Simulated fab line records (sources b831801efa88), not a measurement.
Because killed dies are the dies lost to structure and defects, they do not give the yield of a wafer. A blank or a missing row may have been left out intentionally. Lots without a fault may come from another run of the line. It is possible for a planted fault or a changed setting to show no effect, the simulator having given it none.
A lot that was struck, set against a sound lot | flow sky130 | 15 out of 708 route steps
Sound: wafers L155.3, L155.4, L155.5. Struck: wafer L147.1. (L147.3, L147.5 of the same lot were not struck and are left out.) The cause comes at the end.
Each step with rows lists, per side, the tool, then ch with its chambers, then its first start. Under that, the readings that differ: sound wafers | struck wafers | difference of the means | sigmas: that difference in standard deviations of wafers without a fault.
alike: readings whose means differ by less than 2 such deviations, and words and numbers that are the same on both sides. not compared: withheld readings, readings that some wafer has no value for, bounds like >300 that may hide the same value, and numbers for which the record gives no deviation and whose values overlap.
Wherever a step has rows on one side only, a row that says differs or no value, or a row with sigmas, the two part there. Numbers that don't overlap but have no deviation are shown without sigmas and don't part them. A reading that every wafer of one side lacks parts them only if that side has two wafers or more.

first, 1 step without rows for these wafers: SKY_METAL5_CLEAN_19 (cleans in O3/DIW).
SKY_PASSIVATION_CVD_00: deposits SiO2, target thk 90 nm.
  sound on pecvd-01 ch 0,2, day 48 13:22; struck on pecvd-03 ch 2, day 46 18:15
reading          | sound       | struck | difference | sigmas
heaterPowerW (W) | 675 645 778 | 424    | -275       | -2
  alike: rfFwdPowerW
SKY_PASSIVATION_THK_MEAS_01:
  struck on filmMetro-04, day 46 18:16; sound on filmMetro-01, day 48 13:25
  alike: PASSIVATION_CVD_00_THK
SKY_PASSIVATION_CVD_02: deposits Si3N4, target thk 540 nm.
  sound on pecvd-03 ch 0,1, day 48 13:27; struck on pecvd-01 ch 2, day 46 18:20
reading         | sound             | struck | difference | sigmas
rfFwdPowerW (W) | 450.7 449.2 447.1 | 446.3  | -2.7       | -2
  alike: heaterPowerW
SKY_PASSIVATION_THK_MEAS_03:
  struck on filmMetro-01, day 46 18:34; sound on filmMetro-04, day 48 13:42
  alike: PASSIVATION_CVD_02_THK
then, 7 steps without rows for these wafers: SKY_PASSIVATION_DEHYDRATE_04 (time 60 s); SKY_PASSIVATION_HMDS_05 (prime time 60 s); SKY_PASSIVATION_COAT_06 (resist thk 3000 nm); SKY_PASSIVATION_SOFTBAKE_07; SKY_PASSIVATION_EXPOSE_08 (exposes mask NSM, target cd 3000 nm); SKY_PASSIVATION_PEB_09; SKY_PASSIVATION_DEVELOP_10 (develop time 60 s).
SKY_PASSIVATION_ETCH_11: etches the open film in CF4/O2, stops on AlCu, target depth 725 nm, time 161.1 s.
  sound on rieDiel-01 ch 2,3, day 49 07:26; struck on rieDiel-02 ch 0, day 47 13:59
reading                                      | sound          | struck | difference | sigmas
model.coat_of_PASSIVATION_COAT_06.thkNm (nm) | 2514 2524 2518 | 2242   | -277       | 
  alike: drypumpMotorCurrentA, oesProductAu, rfFwdPowerW, throttleValvePct
  not compared: rfHoursCounterH
SKY_PASSIVATION_STRIP_12: strips in O2/N2.
  sound on plasmaAsher-03 ch 0,1, day 49 07:34; struck on plasmaAsher-03 ch 1, day 47 14:05
reading                  | sound             | struck | difference                   | sigmas
rfHoursCounterH (h)      | - - -             | 68     | no value on the sound wafers | 
stripTimeToEndpointS (s) | 31.51 31.60 31.52 | 28.34  | -3.20                        | -21
  alike: drypumpMotorCurrentA, oesProductAu
then, 1 step without rows for these wafers: SKY_PAD_OPEN_DEHYDRATE_00 (time 60 s).

== WHERE THEY PART ==
Last at SKY_PASSIVATION_STRIP_12 as far as this record goes, first at SKY_PASSIVATION_CVD_00.

WHY: whatever the simulator had introduced
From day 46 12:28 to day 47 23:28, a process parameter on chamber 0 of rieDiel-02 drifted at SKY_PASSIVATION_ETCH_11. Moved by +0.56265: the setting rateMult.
